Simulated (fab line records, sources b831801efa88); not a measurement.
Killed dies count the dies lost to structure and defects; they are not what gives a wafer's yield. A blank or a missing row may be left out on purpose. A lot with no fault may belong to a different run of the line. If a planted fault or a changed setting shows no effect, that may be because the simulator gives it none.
What tool caused it? | flow sky130 | 11 lots with 33 wafers sampled at 3 steps, on a route of 708 steps

== WHAT THE GAUGES SHOWED, per wafer ==
SKY_FIELD_ISO_THK_MEAS_25. Usual: FIELD_ISO_CVD_24_THK typically reads 597 nm, with standard deviation 6.8.
lot  | measured    | on            | FIELD_ISO_CVD_24_THK (nm) | flag
L303 | day 3 01:50 | film_metro-03 | 587 589 586               |
L305 | day 3 12:18 | film_metro-03 | 583 592 590               |
L306 | day 3 15:39 | film_metro-01 | 603 597 592               |
L311 | day 4 17:20 | film_metro-01 | 594 600 596               |
L313 | day 5 03:45 | film_metro-01 | 603 613 613               |
L314 | day 5 07:10 | film_metro-02 | 591 596 592               |
L315 | day 5 13:52 | film_metro-03 | 598 585 596               |
L318 | day 6 12:25 | film_metro-01 | 589 594 585               |
L320 | day 6 18:46 | film_metro-01 | 606 600 598               |
L321 | day 6 23:39 | film_metro-01 | 614 604 605               |
L322 | day 7 03:16 | film_metro-02 | 606 599 600               |

== EACH LOT AND THE TOOL THAT RAN IT (in order: tool; ch and the chambers of the sampled wafers; start) ==
lot  | SKY_FIELD_ISO_ETCH_14             | SKY_FIELD_ISO_ETCH_15
L303 | rie_diel-03 ch 0,1,2, day 2 22:31 | rie_diel-03 ch 0,1,2, day 2 22:33
L305 | rie_diel-02 ch 1,2,3, day 3 09:25 | rie_diel-02 ch 1,2,3, day 3 09:27
L306 | rie_diel-04 ch 0,3, day 3 13:49   | rie_diel-04 ch 0,3, day 3 13:51
L311 | rie_diel-02 ch 0,2,3, day 4 14:22 | rie_diel-02 ch 0,2,3, day 4 14:24
L313 | rie_diel-02 ch 0,1,3, day 5 01:49 | rie_diel-02 ch 0,1,3, day 5 01:51
L314 | rie_diel-04 ch 1,2, day 5 05:19   | rie_diel-04 ch 1,2, day 5 05:21
L315 | rie_diel-04 ch 1,2,3, day 5 10:11 | rie_diel-04 ch 1,2,3, day 5 10:13
L318 | rie_diel-04 ch 0,1, day 6 10:32   | rie_diel-04 ch 0,1, day 6 10:34
L320 | rie_diel-02 ch 0,1,2, day 6 16:16 | rie_diel-02 ch 0,1,2, day 6 16:18
L321 | rie_diel-03 ch 0,2,3, day 6 20:47 | rie_diel-03 ch 0,2,3, day 6 20:49
L322 | rie_diel-04 ch 0,1,2, day 6 23:55 | rie_diel-04 ch 0,1,2, day 6 23:57
- SKY_FIELD_ISO_ETCH_14: etches BARC in N2/H2, stops on SiO2, time 45.9 s, target depth 60 nm.
- SKY_FIELD_ISO_ETCH_15: etches the open film in CHF3/O2, stops on Si, target depth 180 nm, time 72 s.

== AS READ BY THE TOOLS THEMSELVES (means over the sampled wafers that have a number; for cases with no such wafer, the mark the record gives instead) ==
SKY_FIELD_ISO_ETCH_14. Usual: chamber_pressure_mTorr 30.001 mTorr, standard deviation 0.03; drypump_motor_current_A 5.78 A, standard deviation 0.29; oes_product_au 0.854 a.u., standard deviation 0.0051; throttle_valve_pct 13.224 %, standard deviation 0.0088.
lot  | tool        | chamber_pressure_mTorr (mTorr) | drypump_motor_current_A (A) | oes_product_au (a.u.) | throttle_valve_pct (%) | flag
L303 | rie_diel-03 | 30.016                         | 5.64                        | 0.856                 | 13.223                 |
L305 | rie_diel-02 | 30.014                         | 5.97                        | 0.848                 | 13.215                 |
L306 | rie_diel-04 | 29.982                         | 5.97                        | 0.854                 | 13.219                 |
L311 | rie_diel-02 | 30.021                         | 5.89                        | 0.850                 | 13.227                 |
L313 | rie_diel-02 | 30.006                         | 5.73                        | 0.858                 | 13.223                 |
L314 | rie_diel-04 | 29.985                         | 5.64                        | 0.855                 | 13.231                 |
L315 | rie_diel-04 | 30.011                         | 5.71                        | 0.855                 | 13.224                 |
L318 | rie_diel-04 | 30.013                         | 6.16                        | 0.859                 | 13.227                 |
L320 | rie_diel-02 | 30.016                         | 5.77                        | 0.852                 | 13.230                 |
L321 | rie_diel-03 | 29.984                         | 5.70                        | 0.853                 | 13.225                 |
L322 | rie_diel-04 | 29.968                         | 5.89                        | 0.856                 | 13.216                 |

SKY_FIELD_ISO_ETCH_15. Usual: O2_flow_sccm 5.003 sccm, standard deviation 0.016; chamber_pressure_mTorr 40.00 mTorr, standard deviation 0.039; drypump_motor_current_A 5.77 A, standard deviation 0.29; oes_product_au 0.952 a.u., standard deviation 0.0068; throttle_valve_pct 8.845 %, standard deviation 0.009.
lot  | tool        | O2_flow_sccm (sccm) | chamber_pressure_mTorr (mTorr) | drypump_motor_current_A (A) | oes_product_au (a.u.) | throttle_valve_pct (%) | flag
L303 | rie_diel-03 | 5.012               | 40.02                          | 5.61                        | 0.947                 | 8.838                  |
L305 | rie_diel-02 | 4.997               | 40.02                          | 5.95                        | 0.955                 | 8.846                  |
L306 | rie_diel-04 | 5.008               | 39.99                          | 5.96                        | 0.956                 | 8.842                  |
L311 | rie_diel-02 | 5.004               | 39.98                          | 5.88                        | 0.950                 | 8.837                  |
L313 | rie_diel-02 | 5.009               | 39.98                          | 5.73                        | 0.946                 | 8.844                  |
L314 | rie_diel-04 | 5.023               | 40.01                          | 5.61                        | 0.961                 | 8.849                  |
L315 | rie_diel-04 | 5.012               | 40.01                          | 5.71                        | 0.958                 | 8.849                  |
L318 | rie_diel-04 | 5.005               | 40.01                          | 6.13                        | 0.949                 | 8.852                  |
L320 | rie_diel-02 | 5.008               | 40.02                          | 5.77                        | 0.949                 | 8.837                  |
L321 | rie_diel-03 | 5.002               | 40.02                          | 5.68                        | 0.953                 | 8.852                  |
L322 | rie_diel-04 | 5.007               | 40.02                          | 5.86                        | 0.949                 | 8.837                  |

== THE ANSWER, worked out from the rows above alone ==
Rule: lot off if the mean of its wafers having a number is beyond 3 standard deviations from the usual mean. Also off: a lot with no number at a reading for which 4 or more lots have one. Where the step has rows for the other lots, those lots are counted as sound. First the gauges in route order, then the tools' own readings, where a lot's mean is used as printed above. At the first step where some lot is off, the reading lying furthest off is the one used; lots without a number count as furthest.
No lot is off on any of the readings shown, so nothing can be concluded from this.

== WHAT WAS PUT IN BY THE SIMULATOR ==
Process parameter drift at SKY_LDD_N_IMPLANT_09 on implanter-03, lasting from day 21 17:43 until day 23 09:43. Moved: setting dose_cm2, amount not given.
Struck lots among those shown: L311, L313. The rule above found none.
